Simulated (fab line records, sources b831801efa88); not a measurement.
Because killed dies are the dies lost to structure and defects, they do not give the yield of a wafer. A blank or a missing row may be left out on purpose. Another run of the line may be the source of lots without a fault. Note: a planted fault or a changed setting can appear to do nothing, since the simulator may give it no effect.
Problem report, 8D (eight disciplines) form, completed by code | flow sfq line | the parts of the form that need people (team, actions taken, sign-off) are left out

1. WHAT IS WRONG
At SFQ_TRILAYER_I4_CMP_CMP_100, time to endpoint s averages 121 s over 4 wafers from 3 lots, while fault-free wafers read 218 s, standard deviation 8.9. That puts it -11 standard deviations away from the usual mean.
The step: polishes SiO2.
First seen on wafer L383.2, day 59 18:41, on cmp-02. Wafers with a number at this step in the record: 43, from 15 lots. By rule, "out" or "out of limits" means more than 4 standard deviations away from the usual mean. Any other wafer with a number is counted as sound.

2. WHAT IT IS; WHAT IT IS NOT
question                    | is                             | is not
which readings at this step | time to endpoint s             | platen rpm
which lots                  | L383, L387, L389               | L375, L376, L377, L378, L379, L381, L382, L384, L385, L386, L393, L397
which wafers of those lots  | L383.2, L387.1, L387.2, L389.1 | L383.3, L383.6, L389.4
read on which tools         | cmp-02                         | cmp-01
when                        | from day 59 18:41              | up to then (21 sound wafers); but 18 sound wafers of L383, L384, L385, L386, L389, L393, L397 came after

3. THE SUSPECTS, EACH WITH WHAT RULES IT OUT
Counting: a tool at a process step up to the reading stays a suspect if it ran every lot that is out. Sound lots after the first of them don't rule it out here, since some wafers of a struck lot are sound.
- rie metal-03 at SFQ_TRILAYER_M4_BARC_OPEN_METAL_ETCH_123 (etches BARC in O2, target depth 125 nm, time 41.7 s): kept. Every lot that is out went through it, the first being L383 (day 59 12:56); the last sound lot it ran before that was L382 (day 59 08:08).
- cmp-02 at SFQ_TRILAYER_I4_CMP_CMP_100 (polishes SiO2): kept. Every lot that is out went through it, the first being L383 (day 59 18:41); the last sound lot it ran before that was L382 (day 59 13:41). Its own time to endpoint s readings are out on those wafers.
Remaining after the count are rie metal-03 at SFQ_TRILAYER_M4_BARC_OPEN_METAL_ETCH_123 and cmp-02 at SFQ_TRILAYER_I4_CMP_CMP_100.

4. THE CAUSE (what the simulator had put in)
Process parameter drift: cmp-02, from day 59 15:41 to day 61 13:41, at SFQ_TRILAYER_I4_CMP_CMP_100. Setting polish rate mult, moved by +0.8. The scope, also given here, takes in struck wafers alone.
Of the 2 suspects that counting leaves, this tool is one.

5. THE CHAIN OF EFFECTS, in route order
Each row: a reading where the mean over the struck wafers with a number is more than 3 standard deviations away from the usual. Readings are gone through only where the record gives a usual standard deviation; hours: the median, over the lots, of the time from a lot's start at the first step in this table giving one to that lot's start at this step; sigmas: the change measured in usual standard deviations.
hours | step                        | reading            | usual | on struck wafers | change | sigmas
0     | SFQ_TRILAYER_I4_CMP_CMP_100 | time to endpoint s | 218 s | 121              | -97    | -11
Process steps it contains:
- SFQ_TRILAYER_I4_CMP_CMP_100: polishes SiO2.
Later measuring or inspecting steps at which every struck wafer that the step has a row for has a number for every such reading, and none has moved that far: SFQ_JJ_RS_MEAS_929.

6. WHAT WOULD HAVE CAUGHT IT SOONER
The fault began at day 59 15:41; the first out-of-limits reading in this record came at day 59 18:41, 3 hours later.
